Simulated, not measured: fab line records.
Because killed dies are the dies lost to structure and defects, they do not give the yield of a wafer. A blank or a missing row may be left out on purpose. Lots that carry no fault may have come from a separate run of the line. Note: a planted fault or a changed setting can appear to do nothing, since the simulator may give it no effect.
fab line records ; flow gf180mcu ; part 1 of 2: steps 1 to 24 of 34
[record] lots = 5; wafers = 15; lastDay = 31
route steps=602 shown V2@408 M3@409 V3@429
lots that met no fault: taken from a fault-free run of the same line
startH: the number of hours between the record's first day and the start of the first shown wafer of the lot ; waitH: hours elapsed since this lot's preceding step ; " identical to the entry in the row above ; L1.1+2: a row that stands for several wafers ; - no value, or no start was given ; * or withheld: withheld ; < > ~ a bound
route shown NAME@n: NAME is a module with steps in the file, n the number in the route of the first one ; usual: the fault-free wafers' mean and standard deviation ; same: alike in all rows ; chamber/n: place in a boat ; sites: per-site readings ; _std_site: standard deviation of those values ; _edge_site: inner sites' mean taken away from outer sites' mean ; radiusMm: how far each site lies from the wafer's centre ; mask NAME#n: copy n ; behind: the tool/chamber that last shaped the wafer ; hold: why the lot was held/for how many hours/how that ended ; device: whichever transistor did not switch (one of n, p or np) ; end of line: at the end of the route, the tests of the same wafers ; where a step has no rows: the recipe by itself ; killed: at the first sort, the dies lost to defects and structure; wafer yield is something else ; map: shows each die of a wafer: x if killed, . if not, _ if none is there
set.NAME: the setting that was run; set.NAME@STEP: the one run at that earlier step ; model.NAME: the simulator's own value behind a step, which no gauge read
lots at some steps of the route; a table a step, a row a wafer
services: when a tool's chamber went out of use (startH, in hours from the record's first day, below 0 if earlier), for how many hours, and the reason
[[steps]]
[step GF_V2_CMP_26]
[recipe] stopOn = SiO2; downForcePsi = 3.5; platenRpm = 60; tOverpolishS = 15; targetThkNm = 0; padVelocityMS = 0.94248
[usual] motorCurrentA = 11.0/0.91; overpolishRunS = 14.999/0.0093; timeToEndpointS = 84/4
lot.wafer;tool;chamber;startH;waitH;motorCurrentA;overpolishRunS;timeToEndpointS
L074.2;cmp-01;3;457.48;0.0;12.4;15.007;87
L074.3;cmp-01;0;457.48;0.0;11.1;14.984;87
L074.1;cmp-01;1;457.48;0.0;11.4;15.009;78
L077.2;cmp-02;1;488.04;0.1;11.9;14.997;81
L077.6;cmp-02;3;488.04;0.1;9.2;14.986;80
L077.5;cmp-02;0;488.04;0.1;11.5;15.000;89
L078.1;cmp-01;3;492.39;0.1;12.0;15.001;83
L078.4;cmp-01;1;492.39;0.1;11.3;14.998;81
L078.6;cmp-01;0;492.39;0.1;10.4;15.005;87
L080.4;cmp-01;1;515.31;0.2;11.4;15.008;80
L080.6;cmp-01;0;515.31;0.2;10.4;14.991;88
L080.5;cmp-01;1;515.31;0.2;11.7;14.993;79
L086.4;cmp-02;3;566.85;0.2;10.1;15.004;79
L086.5;cmp-02;0;566.85;0.2;12.2;15.008;89
L086.6;cmp-02;1;566.85;0.2;11.8;15.009;76
[step GF_M3_SPUTTER_00]
[recipe] material = Ti; targetThkNm = 37.5; arrivingIonEnergyEv = 80; substrateTempC = 200; chamberPressurePa = 2; powerW = 4000; timeS = 150
[usual] throttleValvePct = 30.5/1.1
lot.wafer;tool;chamber;startH;waitH;throttleValvePct
L074.1;pvdSputter-01;-;457.78;0.1;32.6
L074.2;pvdSputter-01;-;457.78;0.1;29.7
L074.3;pvdSputter-01;-;457.78;0.1;31.9
L077.2;pvdSputter-01;-;488.24;0.1;29.4
L077.5;pvdSputter-01;-;488.24;0.1;30.2
L077.6;pvdSputter-01;-;488.24;0.1;31.8
L078.1;pvdSputter-03;-;492.69;0.2;29.5
L078.4;pvdSputter-03;-;492.69;0.2;31.7
L078.6;pvdSputter-03;-;492.69;0.2;29.1
L080.4;pvdSputter-03;-;515.56;0.2;29.7
L080.5;pvdSputter-03;-;515.56;0.2;31.8
L080.6;pvdSputter-03;-;515.56;0.2;29.3
L086.4;pvdSputter-03;-;567.00;0.1;30.3
L086.5;pvdSputter-03;-;567.00;0.1;31.7
L086.6;pvdSputter-03;-;567.00;0.1;30.0
[step GF_M3_SPUTTER_01]
[recipe] material = TiN; targetThkNm = 30; powerW = 6500; timeS = 25; chamberPressurePa = 0.4
[usual] throttleValvePct = 30.5/1.2
lot.wafer;tool;chamber;startH;waitH;throttleValvePct
L074.1;pvdSputter-01;-;457.88;0.1;32.5
L074.2;pvdSputter-01;-;457.88;0.1;29.7
L074.3;pvdSputter-01;-;457.88;0.1;31.5
L077.2;pvdSputter-01;-;488.34;0.1;29.4
L077.5;pvdSputter-01;-;488.34;0.1;30.3
L077.6;pvdSputter-01;-;488.34;0.1;31.7
L078.1;pvdSputter-03;-;492.79;0.1;29.7
L078.4;pvdSputter-03;-;492.79;0.1;31.6
L078.6;pvdSputter-03;-;492.79;0.1;29.2
L080.4;pvdSputter-03;-;515.66;0.1;29.7
L080.5;pvdSputter-03;-;515.66;0.1;31.6
L080.6;pvdSputter-03;-;515.66;0.1;29.3
L086.4;pvdSputter-03;-;567.10;0.1;30.2
L086.5;pvdSputter-03;-;567.10;0.1;31.8
L086.6;pvdSputter-03;-;567.10;0.1;30.1
[step GF_M3_SPUTTER_02]
[recipe] material = AlCu; targetThkNm = 450; powerW = 10600; timeS = 23.9; chamberPressurePa = 0.4
[usual] throttleValvePct = 30.5/1.2
lot.wafer;tool;chamber;startH;waitH;throttleValvePct
L074.1;pvdSputter-01;-;457.91;0.0;32.8
L074.2;pvdSputter-01;-;457.91;0.0;29.3
L074.3;pvdSputter-01;-;457.91;0.0;32.0
L077.2;pvdSputter-01;-;488.37;0.0;29.5
L077.5;pvdSputter-01;-;488.37;0.0;30.0
L077.6;pvdSputter-01;-;488.37;0.0;32.0
L078.1;pvdSputter-03;-;492.82;0.0;29.3
L078.4;pvdSputter-03;-;492.82;0.0;31.7
L078.6;pvdSputter-03;-;492.82;0.0;29.2
L080.4;pvdSputter-03;-;515.69;0.0;29.4
L080.5;pvdSputter-03;-;515.69;0.0;31.5
L080.6;pvdSputter-03;-;515.69;0.0;29.1
L086.4;pvdSputter-03;-;567.13;0.0;30.1
L086.5;pvdSputter-03;-;567.13;0.0;31.9
L086.6;pvdSputter-03;-;567.13;0.0;30.5
[step GF_M3_SPUTTER_03]
[recipe] material = Ti; targetThkNm = 10; substrateTempC = 300; chamberPressurePa = 0.3; powerW = 3000; timeS = 6.7
[usual] throttleValvePct = 30.5/1.2
lot.wafer;tool;chamber;startH;waitH;throttleValvePct
L074.1;pvdSputter-01;-;457.94;0.0;32.6
L074.2;pvdSputter-01;-;457.94;0.0;29.8
L074.3;pvdSputter-01;-;457.94;0.0;31.8
L077.2;pvdSputter-01;-;488.40;0.0;29.7
L077.5;pvdSputter-01;-;488.40;0.0;30.1
L077.6;pvdSputter-01;-;488.40;0.0;32.0
L078.1;pvdSputter-03;-;492.85;0.0;29.7
L078.4;pvdSputter-03;-;492.85;0.0;31.8
L078.6;pvdSputter-03;-;492.85;0.0;29.0
L080.4;pvdSputter-03;-;515.72;0.0;29.4
L080.5;pvdSputter-03;-;515.72;0.0;31.4
L080.6;pvdSputter-03;-;515.72;0.0;29.1
L086.4;pvdSputter-03;-;567.16;0.0;30.2
L086.5;pvdSputter-03;-;567.16;0.0;31.6
L086.6;pvdSputter-03;-;567.16;0.0;30.3
[step GF_M3_SPUTTER_04]
[recipe] material = TiN; targetThkNm = 50; powerW = 6500; timeS = 41.7; chamberPressurePa = 0.4
[usual] throttleValvePct = 30.5/1.2
lot.wafer;tool;chamber;startH;waitH;throttleValvePct
L074.1;pvdSputter-01;-;457.96;0.0;32.5
L074.2;pvdSputter-01;-;457.96;0.0;29.5
L074.3;pvdSputter-01;-;457.96;0.0;31.9
L077.2;pvdSputter-01;-;488.42;0.0;29.8
L077.5;pvdSputter-01;-;488.42;0.0;30.2
L077.6;pvdSputter-01;-;488.42;0.0;31.7
L078.1;pvdSputter-03;-;492.87;0.0;29.1
L078.4;pvdSputter-03;-;492.87;0.0;31.6
L078.6;pvdSputter-03;-;492.87;0.0;29.2
L080.4;pvdSputter-03;-;515.74;0.0;29.5
L080.5;pvdSputter-03;-;515.74;0.0;31.8
L080.6;pvdSputter-03;-;515.74;0.0;29.4
L086.4;pvdSputter-03;-;567.18;0.0;30.2
L086.5;pvdSputter-03;-;567.18;0.0;31.9
L086.6;pvdSputter-03;-;567.18;0.0;30.0
[step GF_M3_RS_MEAS_05]
[recipe] thkMeasGauge = four-point-probe; reads = TiN_of_M3_SPUTTER_04+Ti_of_M3_SPUTTER_03+AlCu_of_M3_SPUTTER_02+TiN_of_M3_SPUTTER_01+Ti_of_M3_SPUTTER_00
[usual] M3_ALCU_RS = 0.0693/0.00077
lot.wafer;tool;chamber;startH;waitH;M3_ALCU_RS[ohm/sq]
L074.1;filmMetro-02;-;458.00;0.0;0.0691
L074.2;filmMetro-02;-;458.00;0.0;0.0685
L074.3;filmMetro-02;-;458.00;0.0;0.0690
L077.2;filmMetro-01;-;488.48;0.0;0.0684
L077.5;filmMetro-01;-;488.48;0.0;0.0676
L077.6;filmMetro-01;-;488.48;0.0;0.0685
L078.1;filmMetro-02;-;492.91;0.0;0.0695
L078.4;filmMetro-02;-;492.91;0.0;0.0690
L078.6;filmMetro-02;-;492.91;0.0;0.0696
L080.4;filmMetro-02;-;515.84;0.1;0.0701
L080.5;filmMetro-02;-;515.84;0.1;0.0698
L080.6;filmMetro-02;-;515.84;0.1;0.0703
L086.4;filmMetro-04;-;567.28;0.1;0.0693
L086.5;filmMetro-04;-;567.28;0.1;0.0691
L086.6;filmMetro-04;-;567.28;0.1;0.0695
[step GF_M3_THK_MEAS_06]
[recipe] thkMeasGauge = xrf; reads = AlCu_of_M3_SPUTTER_02
[usual] M3_ALCU_THK = 458/5.7
lot.wafer;tool;chamber;startH;waitH;M3_ALCU_THK[nm]
L074.1;filmMetro-02;-;458.12;0.1;461
L074.2;filmMetro-02;-;458.12;0.1;465
L074.3;filmMetro-02;-;458.12;0.1;463
L077.2;filmMetro-01;-;488.59;0.1;462
L077.5;filmMetro-01;-;488.59;0.1;469
L077.6;filmMetro-01;-;488.59;0.1;460
L078.1;filmMetro-02;-;493.03;0.1;463
L078.4;filmMetro-02;-;493.03;0.1;463
L078.6;filmMetro-02;-;493.03;0.1;459
L080.4;filmMetro-02;-;515.93;0.1;457
L080.5;filmMetro-02;-;515.93;0.1;456
L080.6;filmMetro-02;-;515.93;0.1;455
L086.4;filmMetro-04;-;567.37;0.1;459
L086.5;filmMetro-04;-;567.37;0.1;459
L086.6;filmMetro-04;-;567.37;0.1;458
[step GF_M3_DEHYDRATE_07]
[recipe] tempC = 200; timeS = 60
[usual] chillPlateTempC = 22.99/0.12; plateTempC = 200.01/0.18
lot.wafer;tool;chamber;startH;waitH;chillPlateTempC;plateTempC
L074.1;lithoTrack-04;0;469.48;11.4;23.20;199.77
L074.2;lithoTrack-04;0;469.48;11.4;23.07;199.69
L074.3;lithoTrack-04;0;469.48;11.4;23.09;199.98
L077.2;lithoTrack-04;0;499.86;11.3;22.90;200.01
L077.5;lithoTrack-04;0;499.86;11.3;22.80;200.05
L077.6;lithoTrack-04;0;499.86;11.3;22.89;200.39
L078.1;lithoTrack-01;0;504.04;11.0;23.05;200.07
L078.4;lithoTrack-01;0;504.04;11.0;23.12;200.18
L078.6;lithoTrack-01;0;504.04;11.0;23.00;199.97
L080.4;lithoTrack-04;0;526.51;10.6;22.99;199.86
L080.5;lithoTrack-04;0;526.51;10.6;22.86;200.07
L080.6;lithoTrack-04;0;526.51;10.6;23.30;199.92
L086.4;lithoTrack-04;0;577.51;10.1;22.87;199.94
L086.5;lithoTrack-04;0;577.51;10.1;22.88;200.16
L086.6;lithoTrack-04;0;577.51;10.1;22.97;200.23
[step GF_M3_HMDS_08]
[recipe] primeTimeS = 60; primeTempC = 120
[usual] chillPlateTempC = 22.99/0.095
[same] primeTimeS = 60
lot.wafer;tool;chamber;startH;waitH;chillPlateTempC
L074.1;lithoTrack-04;0;469.63;0.1;23.09
L074.2;lithoTrack-04;0;469.63;0.1;22.93
L074.3;lithoTrack-04;0;469.63;0.1;22.91
L077.2;lithoTrack-04;0;500.01;0.1;22.92
L077.5;lithoTrack-04;0;500.01;0.1;23.06
L077.6;lithoTrack-04;0;500.01;0.1;22.96
L078.1;lithoTrack-01;0;504.19;0.1;23.08
L078.4;lithoTrack-01;0;504.19;0.1;23.10
L078.6;lithoTrack-01;0;504.19;0.1;23.07
L080.4;lithoTrack-04;0;526.66;0.1;22.99
L080.5;lithoTrack-04;0;526.66;0.1;22.81
L080.6;lithoTrack-04;0;526.66;0.1;22.96
L086.4;lithoTrack-04;0;577.66;0.1;22.78
L086.5;lithoTrack-04;0;577.66;0.1;22.80
L086.6;lithoTrack-04;0;577.66;0.1;22.79
[step GF_M3_COAT_09]
[recipe] resist = KrF; spinRpm = withheld; resistThkNm = 1000
[usual] chillPlateTempC = 22.99/0.1
lot.wafer;tool;chamber;startH;waitH;chillPlateTempC
L074.1;lithoTrack-04;0;469.78;0.1;22.82
L074.2;lithoTrack-04;0;469.78;0.1;22.80
L074.3;lithoTrack-04;0;469.78;0.1;22.94
L077.2;lithoTrack-04;0;500.16;0.1;22.93
L077.5;lithoTrack-04;0;500.16;0.1;22.97
L077.6;lithoTrack-04;0;500.16;0.1;23.02
L078.1;lithoTrack-01;0;504.34;0.1;23.02
L078.4;lithoTrack-01;0;504.34;0.1;23.01
L078.6;lithoTrack-01;0;504.34;0.1;23.01
L080.4;lithoTrack-04;0;526.81;0.1;22.77
L080.5;lithoTrack-04;0;526.81;0.1;22.97
L080.6;lithoTrack-04;0;526.81;0.1;22.92
L086.4;lithoTrack-04;0;577.81;0.1;22.89
L086.5;lithoTrack-04;0;577.81;0.1;22.95
L086.6;lithoTrack-04;0;577.81;0.1;22.88
[step GF_M3_SOFTBAKE_10]
[recipe] tempC = 130; timeS = 60; resist = KrF
[usual] chillPlateTempC = 23.02/0.098; plateTempC = 130.01/0.16
lot.wafer;tool;chamber;startH;waitH;chillPlateTempC;plateTempC
L074.1;lithoTrack-04;0;469.93;0.1;22.94;129.96
L074.2;lithoTrack-04;0;469.93;0.1;22.94;130.16
L074.3;lithoTrack-04;0;469.93;0.1;22.93;130.32
L077.2;lithoTrack-04;0;500.31;0.1;23.15;129.90
L077.5;lithoTrack-04;0;500.31;0.1;22.99;129.76
L077.6;lithoTrack-04;0;500.31;0.1;23.08;129.62
L078.1;lithoTrack-01;0;504.49;0.1;22.90;130.26
L078.4;lithoTrack-01;0;504.49;0.1;23.06;130.28
L078.6;lithoTrack-01;0;504.49;0.1;22.94;129.99
L080.4;lithoTrack-04;0;526.96;0.1;23.00;129.83
L080.5;lithoTrack-04;0;526.96;0.1;22.98;129.95
L080.6;lithoTrack-04;0;526.96;0.1;23.07;129.69
L086.4;lithoTrack-04;0;577.96;0.1;22.99;129.96
L086.5;lithoTrack-04;0;577.96;0.1;23.06;130.18
L086.6;lithoTrack-04;0;577.96;0.1;23.00;130.09
[step GF_M3_EXPOSE_11]
[recipe] maskId = Metal3; targetCdNm = 280; na = 0.68; sourceShape = conventional; sigmaOuter = 0.6; doseMj = 28
[same] sigmaOuter = 0.6
lot.wafer;tool;chamber;startH;waitH;mask
L074.1+2+3;krfScanner-02;0;-;-;Metal3#0
L077.2+5+6;krfScanner-02;0;-;-;Metal3#0
L078.1+4+6;krfScanner-01;0;-;-;Metal3#0
L080.4+5+6;krfScanner-01;0;-;-;Metal3#0
L086.4+5+6;krfScanner-01;0;-;-;Metal3#0
[step GF_M3_PEB_12]
[recipe] pebTempC = 135; pebTimeS = 90; resist = KrF
[usual] chillPlateTempC = 23.01/0.093; plateTempC = 134.98/0.13
lot.wafer;tool;chamber;startH;waitH;chillPlateTempC;plateTempC
L074.1;lithoTrack-04;0;-;-;22.94;134.95
L074.2;lithoTrack-04;0;-;-;22.95;135.02
L074.3;lithoTrack-04;0;-;-;22.95;134.79
L077.2;lithoTrack-01;0;-;-;22.75;134.82
L077.5;lithoTrack-01;0;-;-;23.00;134.80
L077.6;lithoTrack-01;0;-;-;22.97;135.09
L078.1;lithoTrack-02;0;-;-;23.24;135.12
L078.4;lithoTrack-02;0;-;-;23.06;135.19
L078.6;lithoTrack-02;0;-;-;23.15;135.11
L080.4;lithoTrack-04;0;-;-;22.97;135.00
L080.5;lithoTrack-04;0;-;-;22.97;134.89
L080.6;lithoTrack-04;0;-;-;23.13;134.92
L086.4;lithoTrack-02;0;-;-;22.91;134.72
L086.5;lithoTrack-02;0;-;-;22.89;134.90
L086.6;lithoTrack-02;0;-;-;22.95;134.89
[step GF_M3_DEVELOP_13]
[recipe] developTimeS = 60; devTempC = 21
[usual] chillPlateTempC = 23.02/0.11
lot.wafer;tool;chamber;startH;waitH;chillPlateTempC
L074.1;lithoTrack-04;0;482.18;0.2;22.85
L074.2;lithoTrack-04;0;482.18;0.2;23.00
L074.3;lithoTrack-04;0;482.18;0.2;22.95
L077.2;lithoTrack-01;0;512.16;0.2;23.11
L077.5;lithoTrack-01;0;512.16;0.2;23.11
L077.6;lithoTrack-01;0;512.16;0.2;22.99
L078.1;lithoTrack-02;0;516.05;0.2;23.04
L078.4;lithoTrack-02;0;516.05;0.2;22.98
L078.6;lithoTrack-02;0;516.05;0.2;23.01
L080.4;lithoTrack-04;0;538.31;0.1;23.17
L080.5;lithoTrack-04;0;538.31;0.1;23.06
L080.6;lithoTrack-04;0;538.31;0.1;23.03
L086.4;lithoTrack-02;0;588.57;0.1;22.81
L086.5;lithoTrack-02;0;588.57;0.1;22.97
L086.6;lithoTrack-02;0;588.57;0.1;23.02
[step GF_M3_CD_MEAS_14]
[recipe] targetCdNm = 280
[usual] cdNm = 280.3/1.5
lot.wafer;tool;chamber;startH;waitH;cdNm
L074.1;cdSem-01;-;482.33;0.1;280.8
L074.2;cdSem-01;-;482.33;0.1;279.4
L074.3;cdSem-01;-;482.33;0.1;280.3
L077.2;cdSem-02;-;512.31;0.1;282.7
L077.5;cdSem-02;-;512.31;0.1;282.3
L077.6;cdSem-02;-;512.31;0.1;282.7
L078.1;cdSem-02;-;516.20;0.1;278.8
L078.4;cdSem-02;-;516.20;0.1;279.5
L078.6;cdSem-02;-;516.20;0.1;279.7
L080.4;cdSem-01;-;538.44;0.1;282.5
L080.5;cdSem-01;-;538.44;0.1;283.1
L080.6;cdSem-01;-;538.44;0.1;283.0
L086.4;cdSem-01;-;588.71;0.1;280.5
L086.5;cdSem-01;-;588.71;0.1;280.7
L086.6;cdSem-01;-;588.71;0.1;281.2
[step GF_M3_OVL_MEAS_15]
[usual] M3_OVL = 4/4.7
lot.wafer;tool;chamber;startH;waitH;M3_OVL[nm]
L074.1;overlay-01;-;482.45;0.1;11
L074.2;overlay-01;-;482.45;0.1;6
L074.3;overlay-01;-;482.45;0.1;5
L077.2;overlay-02;-;512.42;0.1;-2
L077.5;overlay-02;-;512.42;0.1;7
L077.6;overlay-02;-;512.42;0.1;-4
L078.1;overlay-02;-;516.32;0.1;16
L078.4;overlay-02;-;516.32;0.1;10
L078.6;overlay-02;-;516.32;0.1;6
L080.4;overlay-02;-;538.52;0.1;9
L080.5;overlay-02;-;538.52;0.1;4
L080.6;overlay-02;-;538.52;0.1;9
L086.4;overlay-02;-;588.79;0.1;8
L086.5;overlay-02;-;588.79;0.1;-3
L086.6;overlay-02;-;588.79;0.1;2
[step GF_M3_METAL_ETCH_16]
[recipe] chemistry = Cl2/BCl3; maskMaterial = KrF; targetDepthNm = 627.5; stopOn = SiO2; pressureMtorr = 8; icpW = 800; biasW = 140; Cl2_flow_sccm = 80; bcl3FlowSccm = 40; timeS = 104.6
[usual] chamberPressureMTorr = 7.999/0.007; drypumpMotorCurrentA = 5.7/0.38; heBacksideLeakSccm = 3.33/0.22; oesProductAu = 0.975/0.0066; rfFwdPowerW = 795.9/2.6; throttleValvePct = 28.249/0.012
lot.wafer;tool;chamber;startH;waitH;chamberPressureMTorr;drypumpMotorCurrentA;heBacksideLeakSccm;oesProductAu;rfFwdPowerW;rfHoursCounterH;throttleValvePct
L074.1;rieMetal-01;1;482.49;0.0;8.003;5.5;3.12;0.978;794.3;4;28.254
L074.2;rieMetal-01;0;482.49;0.0;7.997;5.3;3.37;0.977;797.7;12;28.253
L074.3;rieMetal-01;1;482.49;0.0;7.996;5.5;3.14;0.982;794.3;-;28.252
L077.2;rieMetal-02;1;512.45;0.0;7.986;6.2;3.27;0.976;800.3;10;28.237
L077.5;rieMetal-02;1;512.45;0.0;7.996;6.2;3.14;0.981;795.3;-;28.243
L077.6;rieMetal-02;0;512.45;0.0;7.998;6.2;3.51;0.983;793.7;-;28.234
L078.1;rieMetal-01;0;516.35;0.0;7.990;5.3;3.65;0.967;795.1;12;28.246
L078.4;rieMetal-01;1;516.35;0.0;7.994;5.5;3.17;0.975;792.5;-;28.233
L078.6;rieMetal-01;1;516.35;0.0;7.994;5.5;3.05;0.971;792.8;-;28.262
L080.4;rieMetal-03;0;538.58;0.0;8.001;5.3;3.02;0.966;798.3;-;28.250
L080.5;rieMetal-03;1;538.58;0.0;8.002;6.0;3.52;0.968;796.4;-;28.242
L080.6;rieMetal-03;0;538.58;0.0;8.005;5.3;3.28;0.969;794.4;-;28.277
L086.4;rieMetal-02;1;588.84;0.0;8.001;6.2;3.32;0.969;794.4;-;28.258
L086.5;rieMetal-02;0;588.84;0.0;7.994;6.2;3.36;0.980;792.4;-;28.251
L086.6;rieMetal-02;1;588.84;0.0;8.004;6.1;3.55;0.968;797.2;-;28.243
[step GF_M3_STRIP_17]
[recipe] chemistry = O2/N2; powerW = 1400; pressureMtorr = 1500; platenTempC = 250; o2FlowSccm = 3000; n2FlowSccm = 300; overashFraction = 0.5
[usual] chamberPressureMTorr = 1499.9/1.5; drypumpMotorCurrentA = 5.9/0.53; heaterPowerW = 325/29; oesProductAu = 0.556/0.0052; stripTimeToEndpointS = 7.85/0.044
lot.wafer;tool;chamber;startH;waitH;chamberPressureMTorr;drypumpMotorCurrentA;heaterPowerW;oesProductAu;rfHoursCounterH;stripTimeToEndpointS
L074.1;plasmaAsher-04;0;482.60;0.1;1499.4;6.7;294;0.553;5;7.81
L074.2;plasmaAsher-04;1;482.60;0.1;1497.2;5.4;356;0.561;5;7.90
L074.3;plasmaAsher-04;1;482.60;0.1;1498.2;5.4;349;0.556;-;7.78
L077.2;plasmaAsher-04;1;512.56;0.1;1500.5;5.4;348;0.558;9;7.84
L077.5;plasmaAsher-04;0;512.56;0.1;1499.2;6.7;286;0.562;-;7.83
L077.6;plasmaAsher-04;1;512.56;0.1;1501.7;5.4;343;0.552;-;7.81
L078.1;plasmaAsher-04;0;516.47;0.1;1500.7;6.7;292;0.561;9;7.96
L078.4;plasmaAsher-04;0;516.47;0.1;1498.4;6.7;298;0.555;-;7.90
L078.6;plasmaAsher-04;0;516.47;0.1;1500.4;6.6;303;0.554;-;7.93
L080.4;plasmaAsher-02;0;538.68;0.1;1502.0;6.2;353;0.562;-;7.86
L080.5;plasmaAsher-02;1;538.68;0.1;1498.6;5.9;324;0.545;-;7.81
L080.6;plasmaAsher-02;0;538.68;0.1;1500.6;6.2;349;0.556;-;7.86
L086.4;plasmaAsher-03;1;588.95;0.1;1499.1;6.2;354;0.546;-;7.85
L086.5;plasmaAsher-03;0;588.95;0.1;1500.4;5.1;286;0.555;-;7.83
L086.6;plasmaAsher-03;1;588.95;0.1;1498.8;6.2;347;0.559;-;7.84
[step GF_M3_STRIP_18]
[recipe] chemistry = postEtchResidueRemover; timeS = 1200; tempC = 72.5
lot.wafer;tool;chamber;startH;waitH
L074.1+2+3;wetBench-04;0;482.70;0.1
L077.2+5+6;wetBench-02;2;512.66;0.1
L078.1+4+6;wetBench-01;1;516.57;0.1
L080.4+5+6;wetBench-01;0;538.75;0.0
L086.4+5+6;wetBench-04;0;589.02;0.0
[step GF_M3_CLEAN_19]
[recipe] chemistry = DIW; dry = n2Spin
lot.wafer;tool;chamber;startH;waitH
L074.1+2+3;wetBench-01;0;483.04;0.0
L077.2+5+6;wetBench-01;3;513.00;0.0
L078.1+4+6;wetBench-04;3;516.91;0.0
L080.4+5+6;wetBench-02;2;539.09;0.0
L086.4+5+6;wetBench-02;0;589.36;0.0
[step GF_V3_CVD_00]
[recipe] material = SiO2; targetThkNm = 600; sigmaOpenFrac = 0.3; tempC = 400; timeS = 100; sih4FlowSccm = 58.38; pressureMtorr = 6
[usual] pressureMtorr = 6.000/0.012
lot.wafer;tool;chamber;startH;waitH;pressureMtorr
L074.1;hdpcvd-02;1;483.14;0.0;5.999
L074.2;hdpcvd-02;2;483.14;0.0;6.022
L074.3;hdpcvd-02;0;483.14;0.0;6.002
L077.2;hdpcvd-01;2;513.09;0.0;5.974
L077.5;hdpcvd-01;1;513.09;0.0;5.987
L077.6;hdpcvd-01;0;513.09;0.0;6.018
L078.1;hdpcvd-01;2;517.00;0.0;6.002
L078.4;hdpcvd-01;1;517.00;0.0;6.012
L078.6;hdpcvd-01;0;517.00;0.0;5.979
L080.4;hdpcvd-02;1;539.22;0.0;5.990
L080.5;hdpcvd-02;0;539.22;0.0;5.989
L080.6;hdpcvd-02;2;539.22;0.0;5.996
L086.4;hdpcvd-02;0;589.49;0.0;6.002
L086.5;hdpcvd-02;1;589.49;0.0;5.996
L086.6;hdpcvd-02;2;589.49;0.0;5.986
[step GF_V3_THK_MEAS_01]
[recipe] reads = SiO2_of_V3_CVD_00
[usual] V3_CVD_00_THK = 584/5.7
lot.wafer;tool;chamber;startH;waitH;V3_CVD_00_THK[nm]
L074.1;filmMetro-03;-;483.21;0.0;590
L074.2;filmMetro-03;-;483.21;0.0;579
L074.3;filmMetro-03;-;483.21;0.0;577
L077.2;filmMetro-03;-;513.17;0.0;589
L077.5;filmMetro-03;-;513.17;0.0;592
L077.6;filmMetro-03;-;513.17;0.0;594
L078.1;filmMetro-02;-;517.07;0.0;584
L078.4;filmMetro-02;-;517.07;0.0;579
L078.6;filmMetro-02;-;517.07;0.0;585
L080.4;filmMetro-02;-;539.29;0.0;588
L080.5;filmMetro-02;-;539.29;0.0;587
L080.6;filmMetro-02;-;539.29;0.0;580
L086.4;filmMetro-01;-;589.56;0.0;584
L086.5;filmMetro-01;-;589.56;0.0;571
L086.6;filmMetro-01;-;589.56;0.0;576
[step GF_V3_CVD_02]
[recipe] material = SiO2; targetThkNm = 850; precursor = TEOS; tempC = 400; timeS = 94.851; rfW = 600
[usual] heaterPowerW = 695/110; rfFwdPowerW = 596.7/1.8
lot.wafer;tool;chamber;startH;waitH;heaterPowerW;rfFwdPowerW
L074.1;pecvd-01;0;483.27;0.1;562;596.6
L074.2;pecvd-01;2;483.27;0.1;817;596.5
L074.3;pecvd-01;1;483.27;0.1;725;597.9
L077.2;pecvd-02;0;513.22;0.0;540;593.9
L077.5;pecvd-02;0;513.22;0.0;580;595.9
L077.6;pecvd-02;1;513.22;0.0;596;597.0
L078.1;pecvd-02;0;517.13;0.1;538;593.6
L078.4;pecvd-02;2;517.13;0.1;728;600.0
L078.6;pecvd-02;0;517.13;0.1;566;595.2
L080.4;pecvd-04;1;539.35;0.1;687;599.1
L080.5;pecvd-04;2;539.35;0.1;696;597.6
L080.6;pecvd-04;0;539.35;0.1;663;599.4
L086.4;pecvd-01;0;589.62;0.1;661;596.7
L086.5;pecvd-01;1;589.62;0.1;720;596.7
L086.6;pecvd-01;2;589.62;0.1;906;596.3
